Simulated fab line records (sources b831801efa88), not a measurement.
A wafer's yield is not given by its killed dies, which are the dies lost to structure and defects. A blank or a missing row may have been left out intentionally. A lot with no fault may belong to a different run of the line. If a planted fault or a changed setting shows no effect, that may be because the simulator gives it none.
A struck lot beside a sound one    flow sky130    16 steps out of a route of 708
Sound: these wafers, L761.1, L761.3, L761.4. The struck wafers were L758.3, L758.4, L758.5. The cause comes at the end.
Order at every step that has rows: each side's tool, ch and its chambers, its first start. Under that, the readings that differ: sound wafers    struck wafers    difference of the means    sigmas: that difference in standard deviations of wafers without a fault.
alike: words and numbers the same on both sides, and readings whose means are apart by under 2 such deviations; not compared: readings that were withheld, readings missing a value for some wafer, numbers with overlapping values and no deviation given by the record, and bounds like >300 which may hide the same value.
A row with sigmas, a row that says differs or no value, or rows on one side alone: a step with any of these is where the two part. When numbers do not overlap yet have no deviation, they are printed without sigmas and do not part them. A reading missing from all wafers of one side parts the sides only when that side holds two or more wafers.

first, 2 steps without rows for these wafers: SKY_METAL4_PEB_11; SKY_METAL4_DEVELOP_12 (develop time 60 s).
SKY_METAL4_CD_MEAS_13 targets a cd of 300 nm.
  sound on cd sem-02, day 46 10:58; struck on cd sem-01, day 45 00:24
  alike: cd nm
SKY_METAL4_OVL_MEAS_14:
  sound on overlay-02, day 46 11:05; struck on overlay-01, day 45 00:30
  alike: METAL4_OVL
SKY_METAL4_DESCUM_15: chemistry O2, time 8 s.
  sound on rie metal-01 ch 0,1, day 46 11:07; struck on rie metal-01 ch 0,1, day 45 00:32
  alike: chamber pressure mTorr, drypump motor current A, oes product au
  not compared: rf hours counter h
SKY_METAL4_ETCH_16: etches BARC in N2/H2, stops on SiO2, time 88.2 s, target depth 60 nm.
  sound on rie metal-01 ch 0,1, day 46 11:09; struck on rie metal-01 ch 0,1, day 45 00:35
  alike: chamber pressure mTorr, drypump motor current A, oes product au, throttle valve pct
  not compared: rf hours counter h
SKY_METAL4_ETCH_17: etches SiO2 in C4F8/O2/Ar, stops on TiN, time 3.9 s, target depth 15 nm.
  sound on rie diel-02 ch 0,2,3, day 46 11:15; struck on rie diel-03 ch 2,3, day 45 00:39
  alike: chamber pressure mTorr, oes product au
  not compared: rf hours counter h
then, 1 step without rows for these wafers: SKY_METAL4_METAL_ETCH_18 (etches the open film in Cl2/BCl3, stops on SiO2, target depth 845 nm, time 183.1 s).
SKY_METAL4_STRIP_19: strips in O2/N2.
  sound on plasma asher-04 ch 0,1, day 46 11:26; struck on plasma asher-02 ch 0,1, day 45 00:53
  alike: chamber pressure mTorr, drypump motor current A, oes product au, strip time to endpoint s
  not compared: rf hours counter h
then, 3 steps without rows for these wafers: SKY_METAL4_STRIP_20 (strips in post etch residue remover, time 1200 s); SKY_METAL4_CLEAN_21 (cleans in IPA, time 180 s); SKY_METAL4_CLEAN_22 (cleans in O3/DIW).
SKY_VIA4_HDPCVD_00: deposits SiO2, target thk 1750 nm, time 291.7 s.
  sound on hdpcvd-02 ch 0,1,2, day 46 12:14; struck on hdpcvd-01 ch 1,2, day 45 01:28
reading                                   sound           struck          difference  sigmas
model.SiO2_of_VIA4_HDPCVD_00.thk nm (nm)  1726 1755 1760  1373 1388 1352  -376        
SKY_VIA4_THK_MEAS_01:
  sound on film metro-01, day 46 12:25; struck on film metro-01, day 45 01:40
reading               sound           struck          difference  sigmas
VIA4_HDPCVD_THK (nm)  1724 1755 1759  1372 1387 1352  -376        -20
SKY_VIA4_CMP_02: polishes SiO2.
  sound on cmp-02 ch 1,2,3, day 46 12:29; struck on cmp-02 ch 0,1,2, day 45 01:57
  alike: motor current A, slurry filter dp kPa
-- the record jumps here: 4 days lie between the struck wafers' starts before and after (it left off in module VIA4 and takes up again in module PAD_OPEN, whose first step shown is number 708 of the route) --
SKY_PAD_OPEN_PROBE_99:
  sound on prober-01, day 49 20:10; struck on prober-01, day 48 14:20
  alike: defect limited yield, killed_at_M0_to_M3, killed_at_M4_up, killed at contacts, killed at front end, killed at other, killed dies, killed open, killed short, sort_bin_3_pad_short, sort_bin_5_function, sort_bin_6_memory, sort n pass, sort yield pct
  not compared: model.etest.met5 comb.leak log10 a um

WHERE THEY PART
At SKY_VIA4_THK_MEAS_01 and nowhere else, as far as this record goes. Later steps at which nothing parts them and some readings are alike: SKY_VIA4_CMP_02, SKY_PAD_OPEN_PROBE_99.

WHY: the cause the simulator had injected
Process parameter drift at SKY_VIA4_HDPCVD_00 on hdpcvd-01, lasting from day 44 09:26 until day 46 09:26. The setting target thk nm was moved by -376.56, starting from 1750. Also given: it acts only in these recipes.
